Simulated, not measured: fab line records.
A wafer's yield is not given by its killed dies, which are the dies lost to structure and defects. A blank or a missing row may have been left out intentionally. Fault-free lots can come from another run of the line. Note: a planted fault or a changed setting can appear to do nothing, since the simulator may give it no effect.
fab line records + flow gf180mcu
record:
- lots: 7
- wafers: 21
- lastDay: 34
route steps=602 shown HV_LDD@233 NSD@235 PSD@248
lots that met no fault: from a run of the same line without faults
startH: hours from the record's opening day to when the first of the lot's shown wafers began + waitH: hours elapsed since this lot's preceding step + " unchanged from the row above + L1.1+2: several wafers, shown together as one row + - no value present, or no start provided + * or withheld: withheld + < > ~ a bound
route shown NAME@n: NAME is a module with steps in the file, n the number in the route of the first one + usual: mean/standard deviation of fault-free wafers + same: alike in all rows + chamber/n: place in a boat + sites: per-site readings + _std_site: standard deviation of those values + _edge_site: the outer-site mean with the inner-site mean subtracted + radiusMm: how far each site lies from the wafer's centre + mask NAME#n: copy n + behind: the tool/chamber that last shaped the wafer + hold: why the lot was held/for how many hours/how that ended + device: transistor that didn't switch, given as n, p or np + end of line: at the end of the route, the tests of the same wafers + step lacking rows: just its recipe + killed: count of dies lost to structure and defects at first sort (not the wafer's yield) + map: a wafer's dies, x killed, . not, _ none there
set.NAME: the run value of the setting; set.NAME@STEP: its run value at that earlier step + model.NAME: the simulator's own value behind a step, which no gauge read
lots at selected steps of the route; one table per step, one row per wafer
services: when a tool's chamber went out of use (startH, in hours from the record's first day, below 0 if earlier), for how many hours, and the reason
== steps ==
step: GF_HV_LDD_THK_MEAS_57
recipe:
- reads: Si3N4_of_HV_LDD_CVD_56
usual:
- HV_LDD_CVD_56_THK: 90.2/0.96
| lot.wafer | tool         | chamber | startH | waitH | HV_LDD_CVD_56_THK[nm] |
|-----------|--------------|---------|--------|-------|-----------------------|
| L191.1    | filmMetro-04 | -       | 340.08 | 0.0   | 89.6                  |
| L191.2    | "            | -       | "      | "     | 89.7                  |
| L191.5    | "            | -       | "      | "     | 90.6                  |
| L195.1    | filmMetro-01 | -       | 372.45 | 0.0   | 90.9                  |
| L195.3    | "            | -       | "      | "     | 90.0                  |
| L195.5    | "            | -       | "      | "     | 89.9                  |
| L196.1    | filmMetro-04 | -       | 380.95 | 0.0   | 92.1                  |
| L196.3    | "            | -       | "      | "     | 92.1                  |
| L196.6    | "            | -       | "      | "     | 92.3                  |
| L197.2    | filmMetro-04 | -       | 385.77 | 0.0   | 91.3                  |
| L197.4    | "            | -       | "      | "     | 91.6                  |
| L197.5    | "            | -       | "      | "     | 91.7                  |
| L201.2    | filmMetro-04 | -       | 436.02 | 0.0   | 89.4                  |
| L201.4    | "            | -       | "      | "     | 89.2                  |
| L201.5    | "            | -       | "      | "     | 89.8                  |
| L203.4    | filmMetro-04 | -       | 449.35 | 0.0   | 90.1                  |
| L203.5    | "            | -       | "      | "     | 89.9                  |
| L203.6    | "            | -       | "      | "     | 89.5                  |
| L206.2    | filmMetro-04 | -       | 466.33 | 0.0   | 90.1                  |
| L206.5    | "            | -       | "      | "     | 89.3                  |
| L206.6    | "            | -       | "      | "     | 90.0                  |
step: GF_HV_LDD_ETCHBACK_58
recipe:
- chemistry: CH3F/O2
- target: Si3N4
- stopOn: SiO2
- sourceW: 400
- biasW: 80
- pressureMtorr: 25
- ch3fFlowSccm: 40
- O2_flow_sccm: 30
- timeS: 100
- targetDepthA: 900
usual:
- drypumpMotorCurrentA: 5.9/0.5
- oesProductAu: 0.843/0.0066
- throttleValvePct: 10.562/0.0088
| lot.wafer | tool       | chamber | startH | waitH | drypumpMotorCurrentA | oesProductAu | rfHoursCounterH | throttleValvePct |
|-----------|------------|---------|--------|-------|----------------------|--------------|-----------------|------------------|
| L191.1    | rieDiel-02 | 0       | 340.14 | 0.1   | 6.1                  | 0.838        | 21              | 10.572           |
| L191.2    | "          | 2       | "      | "     | 5.2                  | 0.839        | 3               | 10.561           |
| L191.5    | "          | 3       | "      | "     | 6.3                  | 0.849        | -               | 10.557           |
| L195.1    | rieDiel-02 | 0       | 372.51 | 0.1   | 6.1                  | 0.847        | 22              | 10.568           |
| L195.3    | "          | 3       | "      | "     | 6.4                  | 0.843        | 48              | 10.562           |
| L195.5    | "          | 1       | "      | "     | 5.5                  | 0.838        | -               | 10.571           |
| L196.1    | rieDiel-01 | 1       | 381.01 | 0.1   | 5.9                  | 0.852        | 2               | 10.556           |
| L196.3    | "          | 3       | "      | "     | 5.7                  | 0.854        | 111             | 10.562           |
| L196.6    | "          | 0       | "      | "     | 4.9                  | 0.855        | -               | 10.557           |
| L197.2    | rieDiel-01 | 3       | 385.82 | 0.0   | 5.7                  | 0.852        | 111             | 10.585           |
| L197.4    | "          | 2       | "      | "     | 5.6                  | 0.853        | 9               | 10.573           |
| L197.5    | "          | 1       | "      | "     | 5.8                  | 0.844        | -               | 10.554           |
| L201.2    | rieDiel-04 | 0       | 436.07 | 0.0   | 6.4                  | 0.831        | 40              | 10.563           |
| L201.4    | "          | 1       | "      | "     | 6.5                  | 0.836        | 7               | 10.574           |
| L201.5    | "          | 0       | "      | "     | 6.4                  | 0.843        | -               | 10.545           |
| L203.4    | rieDiel-01 | 1       | 449.38 | 0.0   | 5.8                  | 0.848        | 4               | 10.574           |
| L203.5    | "          | 2       | "      | "     | 5.6                  | 0.845        | -               | 10.545           |
| L203.6    | "          | 3       | "      | "     | 5.7                  | 0.836        | -               | 10.575           |
| L206.2    | rieDiel-04 | 3       | 466.38 | 0.0   | 6.1                  | 0.838        | 12              | 10.565           |
| L206.5    | "          | 0       | "      | "     | 6.4                  | 0.844        | -               | 10.574           |
| L206.6    | "          | 1       | "      | "     | 6.5                  | 0.843        | -               | 10.545           |
step: GF_NSD_DEHYDRATE_00
recipe:
- tempC: 200
- timeS: 60
step: GF_NSD_HMDS_01
recipe:
- primeTimeS: 60
- primeTempC: 120
step: GF_NSD_COAT_02
recipe:
- resist: NOVOLAK
- spinRpm: 3000
- resistThkNm: 1000
step: GF_NSD_SOFTBAKE_03
recipe:
- tempC: 90
- timeS: 60
- resist: NOVOLAK
step: GF_NSD_EXPOSE_04
recipe:
- maskId: Nplus
- targetCdNm: 400
- na: 0.6
- sourceShape: conventional
- sigmaOuter: 0.6
- doseMj: 140
step: GF_NSD_PEB_05
recipe:
- tempC: withheld
- timeS: *
- resist: NOVOLAK
step: GF_NSD_DEVELOP_06
recipe:
- developTimeS: 60
- devTempC: 23
step: GF_NSD_CD_MEAS_07
recipe:
- targetCdNm: 400
usual:
- cdNm: 399.2/3
| lot.wafer | tool     | chamber | startH | waitH | cdNm  |
|-----------|----------|---------|--------|-------|-------|
| L191.1    | cdSem-01 | -       | 361.86 | 0.1   | 395.7 |
| L191.2    | "        | -       | "      | "     | 398.1 |
| L191.5    | "        | -       | "      | "     | 399.2 |
| L195.1    | cdSem-01 | -       | 394.71 | 0.1   | 390.4 |
| L195.3    | "        | -       | "      | "     | 391.0 |
| L195.5    | "        | -       | "      | "     | 389.5 |
| L196.1    | cdSem-01 | -       | 403.93 | 0.1   | 398.7 |
| L196.3    | "        | -       | "      | "     | 400.8 |
| L196.6    | "        | -       | "      | "     | 401.3 |
| L197.2    | cdSem-02 | -       | 409.16 | 0.1   | 399.4 |
| L197.4    | "        | -       | "      | "     | 399.0 |
| L197.5    | "        | -       | "      | "     | 399.8 |
| L201.2    | cdSem-02 | -       | 460.75 | 0.1   | 400.1 |
| L201.4    | "        | -       | "      | "     | 399.4 |
| L201.5    | "        | -       | "      | "     | 401.6 |
| L203.4    | cdSem-01 | -       | 473.09 | 0.1   | 399.3 |
| L203.5    | "        | -       | "      | "     | 398.7 |
| L203.6    | "        | -       | "      | "     | 397.6 |
| L206.2    | cdSem-02 | -       | 490.28 | 0.1   | 396.8 |
| L206.5    | "        | -       | "      | "     | 397.4 |
| L206.6    | "        | -       | "      | "     | 397.9 |
step: GF_NSD_OVL_MEAS_08
usual:
- NSD_OVL: 0.7/1.5
| lot.wafer | tool       | chamber | startH | waitH | NSD_OVL[nm] |
|-----------|------------|---------|--------|-------|-------------|
| L191.1    | overlay-02 | -       | 361.98 | 0.1   | -0.9        |
| L191.2    | "          | -       | "      | "     | 2.1         |
| L191.5    | "          | -       | "      | "     | 0.4         |
| L195.1    | overlay-01 | -       | 394.83 | 0.1   | 0.9         |
| L195.3    | "          | -       | "      | "     | -1.6        |
| L195.5    | "          | -       | "      | "     | 0.3         |
| L196.1    | overlay-02 | -       | 404.05 | 0.1   | 2.5         |
| L196.3    | "          | -       | "      | "     | 3.0         |
| L196.6    | "          | -       | "      | "     | 1.8         |
| L197.2    | overlay-01 | -       | 409.26 | 0.1   | -1.9        |
| L197.4    | "          | -       | "      | "     | -1.6        |
| L197.5    | "          | -       | "      | "     | -1.3        |
| L201.2    | overlay-01 | -       | 460.85 | 0.1   | 2.2         |
| L201.4    | "          | -       | "      | "     | 2.3         |
| L201.5    | "          | -       | "      | "     | 1.2         |
| L203.4    | overlay-01 | -       | 473.16 | 0.1   | 1.9         |
| L203.5    | "          | -       | "      | "     | 0.9         |
| L203.6    | "          | -       | "      | "     | 2.1         |
| L206.2    | overlay-01 | -       | 490.38 | 0.1   | 2.5         |
| L206.5    | "          | -       | "      | "     | 4.3         |
| L206.6    | "          | -       | "      | "     | 2.7         |
step: GF_NSD_IMPLANT_09
recipe:
- species: As
- energyKev: 60
- doseCm2: 4e+15
- tiltDeg: 7
step: GF_NSD_IMPLANT_10
recipe:
- species: P
- energyKev: 40
- doseCm2: 5e+14
- tiltDeg: 7
usual:
- beamEnergyKeV: 39.998/0.013
- beamOnS: 9.98/0.2
| lot.wafer | tool         | chamber | startH | waitH | beamEnergyKeV | beamOnS |
|-----------|--------------|---------|--------|-------|---------------|---------|
| L191.1    | implanter-01 | 0       | 362.17 | 0.1   | 40.004        | 10.02   |
| L191.2    | "            | 0       | "      | "     | 39.995        | 9.49    |
| L191.5    | "            | 0       | "      | "     | 40.001        | 9.93    |
| L195.1    | implanter-04 | -       | 395.02 | 0.1   | -             | -       |
| L195.3    | "            | -       | "      | "     | -             | -       |
| L195.5    | "            | -       | "      | "     | -             | -       |
| L196.1    | implanter-01 | -       | 404.23 | 0.1   | -             | -       |
| L196.3    | "            | -       | "      | "     | -             | -       |
| L196.6    | "            | -       | "      | "     | -             | -       |
| L197.2    | implanter-01 | -       | 409.47 | 0.1   | -             | -       |
| L197.4    | "            | -       | "      | "     | -             | -       |
| L197.5    | "            | -       | "      | "     | -             | -       |
| L201.2    | implanter-01 | 0       | 461.06 | 0.1   | 40.000        | 9.76    |
| L201.4    | "            | 0       | "      | "     | 40.003        | 9.91    |
| L201.5    | "            | 0       | "      | "     | 39.968        | 10.07   |
| L203.4    | implanter-04 | 0       | 473.41 | 0.1   | 39.981        | 10.29   |
| L203.5    | "            | 0       | "      | "     | 40.000        | 9.93    |
| L203.6    | "            | 0       | "      | "     | 40.002        | 10.01   |
| L206.2    | implanter-03 | 0       | 490.59 | 0.1   | 39.992        | 10.03   |
| L206.5    | "            | 0       | "      | "     | 40.020        | 10.17   |
| L206.6    | "            | 0       | "      | "     | 39.981        | 10.03   |
step: GF_NSD_STRIP_11
recipe:
- chemistry: O2/N2
- powerW: 1400
- pressureMtorr: 1500
- platenTempC: 250
- o2FlowSccm: 3000
- n2FlowSccm: 300
- overashFraction: 0.5
usual:
- drypumpMotorCurrentA: 5.60/0.25
- heaterPowerW: 347/26
- o2FlowSccm: 3000/8.5
- oesProductAu: 0.487/0.0047
- stripTimeToEndpointS: 22.94/0.039
| lot.wafer | tool           | chamber | startH | waitH | drypumpMotorCurrentA | heaterPowerW | o2FlowSccm | oesProductAu | rfHoursCounterH | stripTimeToEndpointS |
|-----------|----------------|---------|--------|-------|----------------------|--------------|------------|--------------|-----------------|----------------------|
| L191.1    | plasmaAsher-01 | 1       | 362.32 | 0.1   | 5.54                 | 362          | 2981       | 0.485        | 72              | 22.92                |
| L191.2    | "              | 0       | "      | "     | 5.88                 | 391          | 3000       | 0.486        | 72              | 22.88                |
| L191.5    | "              | 1       | "      | "     | 5.52                 | 377          | 3001       | 0.491        | -               | 22.89                |
| L195.1    | plasmaAsher-01 | 1       | 395.17 | 0.1   | 5.53                 | 375          | 3001       | 0.492        | 77              | 22.45                |
| L195.3    | "              | 1       | "      | "     | 5.53                 | 365          | 2987       | 0.493        | -               | 22.41                |
| L195.5    | "              | 0       | "      | "     | 5.87                 | 395          | 2989       | 0.497        | -               | 22.45                |
| L196.1    | plasmaAsher-03 | 1       | 404.38 | 0.1   | 5.28                 | 323          | 2984       | 0.501        | 58              | 22.34                |
| L196.3    | "              | 1       | "      | "     | 5.28                 | 322          | 3003       | 0.484        | -               | 22.33                |
| L196.6    | "              | 1       | "      | "     | 5.28                 | 328          | 2993       | 0.496        | -               | 22.34                |
| L197.2    | plasmaAsher-04 | 1       | 409.59 | 0.1   | 5.77                 | 320          | 2996       | 0.494        | 81              | 22.45                |
| L197.4    | "              | 0       | "      | "     | 5.33                 | 325          | 3012       | 0.480        | -               | 22.43                |
| L197.5    | "              | 1       | "      | "     | 5.77                 | 311          | 2991       | 0.494        | -               | 22.43                |
| L201.2    | plasmaAsher-01 | 1       | 461.18 | 0.1   | 5.50                 | 380          | 3008       | 0.486        | 84              | 22.98                |
| L201.4    | "              | 1       | "      | "     | 5.50                 | 370          | 3002       | 0.488        | -               | 22.99                |
| L201.5    | "              | 1       | "      | "     | 5.50                 | 374          | 2999       | 0.485        | -               | 22.99                |
| L203.4    | plasmaAsher-01 | 1       | 473.51 | 0.1   | 5.54                 | 375          | 2990       | 0.480        | -               | 22.98                |
| L203.5    | "              | 0       | "      | "     | 5.87                 | 379          | 3002       | 0.483        | -               | 22.99                |
| L203.6    | "              | 1       | "      | "     | 5.53                 | 376          | 3008       | 0.489        | -               | 22.98                |
| L206.2    | plasmaAsher-04 | 0       | 490.71 | 0.1   | 5.34                 | 320          | 3000       | 0.490        | 5               | 22.89                |
| L206.5    | "              | 1       | "      | "     | 5.76                 | 340          | 2991       | 0.485        | -               | 22.94                |
| L206.6    | "              | 0       | "      | "     | 5.35                 | 332          | 3000       | 0.480        | -               | 22.93                |
step: GF_NSD_TW_MEAS_12
usual:
- NSD_TW: 4272/27
| lot.wafer | tool         | chamber | startH | waitH | NSD_TW |
|-----------|--------------|---------|--------|-------|--------|
| L191.1    | filmMetro-01 | -       | 362.42 | 0.1   | 4236   |
| L191.2    | "            | -       | "      | "     | 4223   |
| L191.5    | "            | -       | "      | "     | 4227   |
| L195.1    | filmMetro-03 | -       | 395.27 | 0.1   | 4246   |
| L195.3    | "            | -       | "      | "     | 4256   |
| L195.5    | "            | -       | "      | "     | 4261   |
| L196.1    | filmMetro-04 | -       | 404.48 | 0.1   | 4205   |
| L196.3    | "            | -       | "      | "     | 4215   |
| L196.6    | "            | -       | "      | "     | 4197   |
| L197.2    | filmMetro-03 | -       | 409.70 | 0.1   | 4258   |
| L197.4    | "            | -       | "      | "     | 4246   |
| L197.5    | "            | -       | "      | "     | 4245   |
| L201.2    | filmMetro-03 | -       | 461.29 | 0.1   | 4297   |
| L201.4    | "            | -       | "      | "     | 4295   |
| L201.5    | "            | -       | "      | "     | 4332   |
| L203.4    | filmMetro-04 | -       | 473.61 | 0.1   | 4278   |
| L203.5    | "            | -       | "      | "     | 4289   |
| L203.6    | "            | -       | "      | "     | 4288   |
| L206.2    | filmMetro-04 | -       | 490.82 | 0.1   | 4254   |
| L206.5    | "            | -       | "      | "     | 4261   |
| L206.6    | "            | -       | "      | "     | 4243   |
step: GF_PSD_DEHYDRATE_00
recipe:
- tempC: 200
- timeS: 60
step: GF_PSD_HMDS_01
recipe:
- primeTimeS: 60
- primeTempC: 120
step: GF_PSD_COAT_02
recipe:
- resist: NOVOLAK
- spinRpm: 3000
- resistThkNm: 1000
step: GF_PSD_SOFTBAKE_03
recipe:
- tempC: 90
- timeS: 60
- resist: NOVOLAK
step: GF_PSD_EXPOSE_04
recipe:
- maskId: Pplus
- targetCdNm: 400
- na: 0.6
- sourceShape: conventional
- sigmaOuter: 0.6
- doseMj: 140
step: GF_PSD_PEB_05
recipe:
- tempC: withheld
- timeS: *
- resist: NOVOLAK
step: GF_PSD_DEVELOP_06
recipe:
- developTimeS: 60
- devTempC: 23
step: GF_PSD_CD_MEAS_07
recipe:
- targetCdNm: 400
usual:
- cdNm: 399.3/2
| lot.wafer | tool     | chamber | startH | waitH | cdNm  |
|-----------|----------|---------|--------|-------|-------|
| L191.1    | cdSem-02 | -       | 384.63 | 0.1   | 400.5 |
| L191.2    | "        | -       | "      | "     | 399.2 |
| L191.5    | "        | -       | "      | "     | 400.3 |
| L195.1    | cdSem-01 | -       | 419.13 | 0.1   | 398.4 |
| L195.3    | "        | -       | "      | "     | 395.9 |
| L195.5    | "        | -       | "      | "     | 398.2 |
| L196.1    | cdSem-02 | -       | 428.13 | 0.1   | 402.5 |
| L196.3    | "        | -       | "      | "     | 401.9 |
| L196.6    | "        | -       | "      | "     | 402.3 |
| L197.2    | cdSem-02 | -       | 433.73 | 0.1   | 403.2 |
| L197.4    | "        | -       | "      | "     | 402.7 |
| L197.5    | "        | -       | "      | "     | 402.5 |
| L201.2    | cdSem-01 | -       | 485.54 | 0.1   | 400.5 |
| L201.4    | "        | -       | "      | "     | 401.3 |
| L201.5    | "        | -       | "      | "     | 399.6 |
| L203.4    | cdSem-01 | -       | 497.55 | 0.1   | 402.5 |
| L203.5    | "        | -       | "      | "     | 400.8 |
| L203.6    | "        | -       | "      | "     | 400.4 |
| L206.2    | cdSem-02 | -       | 513.44 | 0.1   | 397.1 |
| L206.5    | "        | -       | "      | "     | 398.5 |
| L206.6    | "        | -       | "      | "     | 398.0 |
step: GF_PSD_OVL_MEAS_08
usual:
- PSD_OVL: -0.2/1.6
| lot.wafer | tool       | chamber | startH | waitH | PSD_OVL[nm] |
|-----------|------------|---------|--------|-------|-------------|
| L191.1    | overlay-02 | -       | 384.75 | 0.1   | -0.6        |
| L191.2    | "          | -       | "      | "     | -1.0        |
| L191.5    | "          | -       | "      | "     | -1.4        |
| L195.1    | overlay-01 | -       | 419.25 | 0.1   | -0.4        |
| L195.3    | "          | -       | "      | "     | -0.4        |
| L195.5    | "          | -       | "      | "     | -0.7        |
| L196.1    | overlay-01 | -       | 428.25 | 0.1   | 0.3         |
| L196.3    | "          | -       | "      | "     | -1.8        |
| L196.6    | "          | -       | "      | "     | 0.1         |
| L197.2    | overlay-01 | -       | 433.83 | 0.1   | 0.6         |
| L197.4    | "          | -       | "      | "     | 0.0         |
| L197.5    | "          | -       | "      | "     | 0.6         |
| L201.2    | overlay-02 | -       | 485.65 | 0.1   | 1.2         |
| L201.4    | "          | -       | "      | "     | 0.6         |
| L201.5    | "          | -       | "      | "     | 1.3         |
| L203.4    | overlay-02 | -       | 497.63 | 0.1   | 1.0         |
| L203.5    | "          | -       | "      | "     | 0.4         |
| L203.6    | "          | -       | "      | "     | 2.5         |
| L206.2    | overlay-02 | -       | 513.55 | 0.1   | -2.7        |
| L206.5    | "          | -       | "      | "     | -0.2        |
| L206.6    | "          | -       | "      | "     | -1.6        |
step: GF_PSD_IMPLANT_09
recipe:
- species: BF2
- energyKev: 40
- doseCm2: 1.5e+15
- tiltDeg: 7
step: GF_PSD_STRIP_10
recipe:
- chemistry: O2/N2
- powerW: 1400
- pressureMtorr: 1500
- platenTempC: 250
- o2FlowSccm: 3000
- n2FlowSccm: 300
- overashFraction: 0.5
usual:
- drypumpMotorCurrentA: 5.47/0.29
- heaterPowerW: 330/17
- o2FlowSccm: 3002/8.6
- oesProductAu: 0.592/0.0046
- stripTimeToEndpointS: 16.52/0.035
| lot.wafer | tool           | chamber | startH | waitH | drypumpMotorCurrentA | heaterPowerW | o2FlowSccm | oesProductAu | rfHoursCounterH | stripTimeToEndpointS |
|-----------|----------------|---------|--------|-------|----------------------|--------------|------------|--------------|-----------------|----------------------|
| L191.1    | plasmaAsher-04 | 1       | 384.93 | 0.1   | 5.77                 | 326          | 3017       | 0.593        | 79              | 16.56                |
| L191.2    | "              | 0       | "      | "     | 5.34                 | 325          | 2997       | 0.595        | 79              | 16.56                |
| L191.5    | "              | 0       | "      | "     | 5.32                 | 333          | 2993       | 0.586        | -               | 16.53                |
| L195.1    | plasmaAsher-03 | 0       | 419.46 | 0.1   | 5.85                 | 348          | 3010       | 0.590        | 60              | 16.43                |
| L195.3    | "              | 1       | "      | "     | 5.27                 | 332          | 3008       | 0.587        | -               | 16.45                |
| L195.5    | "              | 1       | "      | "     | 5.27                 | 320          | 2995       | 0.594        | -               | 16.45                |
| L196.1    | plasmaAsher-03 | 0       | 428.43 | 0.1   | 5.83                 | 347          | 3002       | 0.591        | 61              | 16.56                |
| L196.3    | "              | 0       | "      | "     | 5.85                 | 347          | 2989       | 0.594        | -               | 16.54                |
| L196.6    | "              | 0       | "      | "     | 5.83                 | 337          | 2993       | 0.589        | -               | 16.54                |
| L197.2    | plasmaAsher-03 | 0       | 434.11 | 0.2   | 5.85                 | 332          | 3011       | 0.587        | 62              | 16.54                |
| L197.4    | "              | 0       | "      | "     | 5.85                 | 336          | 3000       | 0.588        | -               | 16.54                |
| L197.5    | "              | 0       | "      | "     | 5.84                 | 342          | 2991       | 0.589        | -               | 16.52                |
| L201.2    | plasmaAsher-02 | 1       | 485.83 | 0.1   | 5.02                 | 311          | 3002       | 0.588        | 39              | 16.49                |
| L201.4    | "              | 1       | "      | "     | 5.02                 | 304          | 3013       | 0.590        | -               | 16.50                |
| L201.5    | "              | 1       | "      | "     | 5.01                 | 307          | 3012       | 0.590        | -               | 16.50                |
| L203.4    | plasmaAsher-03 | 1       | 497.83 | 0.1   | 5.28                 | 324          | 2995       | 0.584        | -               | 16.50                |
| L203.5    | "              | 0       | "      | "     | 5.84                 | 341          | 2995       | 0.584        | -               | 16.50                |
| L203.6    | "              | 1       | "      | "     | 5.26                 | 338          | 2993       | 0.596        | -               | 16.54                |
| L206.2    | plasmaAsher-03 | 0       | 513.73 | 0.1   | 5.86                 | 334          | 2991       | 0.596        | 70              | 16.52                |
| L206.5    | "              | 1       | "      | "     | 5.28                 | 327          | 3003       | 0.596        | -               | 16.50                |
| L206.6    | "              | 0       | "      | "     | 5.83                 | 342          | 2999       | 0.589        | -               | 16.54                |
step: GF_PSD_TW_MEAS_11
usual:
- PSD_TW: 3187/21
| lot.wafer | tool         | chamber | startH | waitH | PSD_TW |
|-----------|--------------|---------|--------|-------|--------|
| L191.1    | filmMetro-01 | -       | 385.03 | 0.1   | 3166   |
| L191.2    | "            | -       | "      | "     | 3159   |
| L191.5    | "            | -       | "      | "     | 3163   |
| L195.1    | filmMetro-04 | -       | 419.56 | 0.1   | 3194   |
| L195.3    | "            | -       | "      | "     | 3212   |
| L195.5    | "            | -       | "      | "     | 3199   |
| L196.1    | filmMetro-04 | -       | 428.53 | 0.1   | 3195   |
| L196.3    | "            | -       | "      | "     | 3208   |
| L196.6    | "            | -       | "      | "     | 3211   |
| L197.2    | filmMetro-01 | -       | 434.22 | 0.1   | 3179   |
| L197.4    | "            | -       | "      | "     | 3173   |
| L197.5    | "            | -       | "      | "     | 3159   |
| L201.2    | filmMetro-01 | -       | 485.94 | 0.1   | 3165   |
| L201.4    | "            | -       | "      | "     | 3155   |
| L201.5    | "            | -       | "      | "     | 3153   |
| L203.4    | filmMetro-03 | -       | 497.93 | 0.1   | 3206   |
| L203.5    | "            | -       | "      | "     | 3197   |
| L203.6    | "            | -       | "      | "     | 3206   |
| L206.2    | filmMetro-03 | -       | 513.84 | 0.1   | 3206   |
| L206.5    | "            | -       | "      | "     | 3207   |
| L206.6    | "            | -       | "      | "     | 3199   |
step: GF_PSD_CLEAN_12
recipe:
- chemistry: SC1/SC2
- mix: 1:4:20
- tempC: 70
- timeS: 150
- dry: n2Spin
step: GF_PSD_RTA_13
recipe:
- tempC: 1025
- timeS: 20
- ambient: N2
usual:
- chamberO2Ppm: 1.998/0.022
- lampPowerPct: 35.5/1.4
- wafer_temp_C_max: 1029.3/0.97
| lot.wafer | tool         | chamber | startH | waitH | chamberO2Ppm | lampPowerPct | wafer_temp_C_max |
|-----------|--------------|---------|--------|-------|--------------|--------------|------------------|
| L191.1    | rtpAnneal-01 | 0       | 385.14 | 0.0   | 2.010        | 34.1         | 1031.3           |
| L191.2    | "            | 0       | "      | "     | 1.966        | 34.1         | 1029.3           |
| L191.5    | "            | 0       | "      | "     | 1.985        | 34.1         | 1031.4           |
| L195.1    | rtpAnneal-02 | 0       | 419.68 | 0.0   | 1.981        | 36.9         | 1028.1           |
| L195.3    | "            | 0       | "      | "     | 1.996        | 36.9         | 1029.1           |
| L195.5    | "            | 0       | "      | "     | 1.991        | 36.9         | 1029.4           |
| L196.1    | rtpAnneal-02 | 0       | 428.64 | 0.0   | 2.004        | 36.9         | 1028.0           |
| L196.3    | "            | 0       | "      | "     | 2.005        | 36.8         | 1028.4           |
| L196.6    | "            | 0       | "      | "     | 2.011        | 36.9         | 1028.4           |
| L197.2    | rtpAnneal-01 | 0       | 434.34 | 0.0   | 2.009        | 34.1         | 1029.4           |
| L197.4    | "            | 0       | "      | "     | 2.021        | 34.0         | 1028.8           |
| L197.5    | "            | 0       | "      | "     | 2.028        | 34.1         | 1029.9           |
| L201.2    | rtpAnneal-02 | 0       | 486.05 | 0.0   | 1.999        | 36.9         | 1029.1           |
| L201.4    | "            | 0       | "      | "     | 1.984        | 36.9         | 1028.0           |
| L201.5    | "            | 0       | "      | "     | 1.975        | 36.9         | 1028.0           |
| L203.4    | rtpAnneal-01 | 0       | 498.05 | 0.0   | 1.995        | 34.1         | 1028.6           |
| L203.5    | "            | 0       | "      | "     | 1.993        | 34.1         | 1028.6           |
| L203.6    | "            | 0       | "      | "     | 2.046        | 34.1         | 1029.7           |
| L206.2    | rtpAnneal-02 | 0       | 513.95 | 0.0   | 2.010        | 36.9         | 1028.3           |
| L206.5    | "            | 0       | "      | "     | 1.989        | 36.8         | 1028.9           |
| L206.6    | "            | 0       | "      | "     | 1.987        | 36.8         | 1027.3           |
step: GF_PSD_RS_MEAS_14
recipe:
- thkMeasGauge: four-point-probe
usual:
- NSD_RS: 46.12/0.081
| lot.wafer | tool         | chamber | startH | waitH | NSD_RS[ohm/sq] |
|-----------|--------------|---------|--------|-------|----------------|
| L191.1    | filmMetro-04 | -       | 385.23 | 0.1   | 46.10          |
| L191.2    | "            | -       | "      | "     | 46.22          |
| L191.5    | "            | -       | "      | "     | 46.06          |
| L195.1    | filmMetro-04 | -       | 419.76 | 0.1   | 53.20          |
| L195.3    | "            | -       | "      | "     | 53.23          |
| L195.5    | "            | -       | "      | "     | 53.06          |
| L196.1    | filmMetro-03 | -       | 428.73 | 0.1   | 53.02          |
| L196.3    | "            | -       | "      | "     | 53.06          |
| L196.6    | "            | -       | "      | "     | 52.98          |
| L197.2    | filmMetro-01 | -       | 434.43 | 0.1   | 53.03          |
| L197.4    | "            | -       | "      | "     | 53.08          |
| L197.5    | "            | -       | "      | "     | 53.00          |
| L201.2    | filmMetro-03 | -       | 486.14 | 0.1   | 46.16          |
| L201.4    | "            | -       | "      | "     | 46.10          |
| L201.5    | "            | -       | "      | "     | 46.25          |
| L203.4    | filmMetro-01 | -       | 498.15 | 0.1   | 46.03          |
| L203.5    | "            | -       | "      | "     | 46.08          |
| L203.6    | "            | -       | "      | "     | 46.16          |
| L206.2    | filmMetro-01 | -       | 514.04 | 0.1   | 46.04          |
| L206.5    | "            | -       | "      | "     | 45.98          |
| L206.6    | "            | -       | "      | "     | 46.04          |
== services ==
| tool           | chamber | startH | hours | kind   |
|----------------|---------|--------|-------|--------|
| rieDiel-02     | -       | 317.93 | 0.2   | repair |
| rieDiel-02     | -       | 361.34 | 2.5   | repair |
| implanter-03   | -       | 366.83 | 69.5  | repair |
| rieDiel-04     | -       | 371.28 | 2.8   | pm     |
| plasmaAsher-03 | -       | 374.55 | 14.6  | pm     |
| rtpAnneal-02   | -       | 385.97 | 5.1   | pm     |
| plasmaAsher-02 | -       | 404.19 | 2.8   | pm     |
| rieDiel-01     | 3       | 415.44 | -     | clean  |
| plasmaAsher-02 | -       | 415.67 | 1.5   | repair |
| plasmaAsher-04 | -       | 421.25 | 9.0   | pm     |
| implanter-04   | -       | 426.54 | 4.0   | repair |
| plasmaAsher-04 | -       | 430.25 | 7.2   | pm     |
| plasmaAsher-02 | -       | 432.48 | 2.2   | repair |
| implanter-03   | -       | 439.73 | 4.7   | repair |
| implanter-03   | -       | 444.38 | 4.3   | pm     |
| plasmaAsher-03 | -       | 445.50 | 1.4   | repair |
| implanter-04   | -       | 450.64 | 5.8   | repair |
| rieDiel-02     | 3       | 468.43 | 7.2   | repair |
| implanter-04   | -       | 477.48 | 3.4   | pm     |
| plasmaAsher-04 | -       | 478.19 | 1.2   | repair |
| rieDiel-02     | 3       | 482.49 | 9.6   | repair |
| implanter-04   | -       | 487.35 | 1.5   | repair |
| rieDiel-02     | 1       | 493.73 | 11.9  | repair |
| plasmaAsher-03 | -       | 509.75 | 0.5   | repair |
== key ==
firstSign:
- step: GF_NSD_IMPLANT_10
- reading: toolRecord
- direction: missing
effect:
- step: GF_NSD_STRIP_11
- reading: stripTimeToEndpointS
- direction: down
- sigmas: 14
- usual: *
- struck: *
effect:
- step: GF_NSD_TW_MEAS_12
- reading: NSD_TW
- direction: down
- sigmas: 1.3
- usual: 4272
- struck: 4236
effect:
- step: GF_PSD_RS_MEAS_14
- reading: NSD_RS
- direction: up
- sigmas: 86
- usual: 46.12
- struck: 53.07
metAt GF_NSD_IMPLANT_10
struckWafers L195.1,L195.3,L195.5,L196.1,L196.3,L196.6,L197.2,L197.4,L197.5
laterRowsLeftOut L195.1,L195.3,L195.5,L196.1,L196.3,L196.6,L197.2,L197.4,L197.5
sortLeftOut L195.1,L195.3,L195.5,L196.1,L196.3,L196.6,L197.2,L197.4,L197.5
testerLeftOut L195,L196,L197
onsetBetween 362.17 395.02
fault:
- kind: skippedStepWhole
- tool: implanter-01,implanter-04
- chamber: -
- onsetH: 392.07
- steps: GF_NSD_IMPLANT_10
- scope: struckLotsOnly
testerLeftOut: of these lots the tester's yield and bins aren't shown, on N5 and GAA mostly nor the transistor test; their killed dies are dies lost to structure and defects alone, not to doping, threshold or leakage, so they don't give the yield
sortLeftOut: the simulated sort isn't trusted on such a fault, so these wafers' sort isn't shown, and their yield isn't known
laterRowsLeftOut: the simulator's readings of these wafers behind a module that went badly wrong aren't trusted and aren't shown, but for the sort
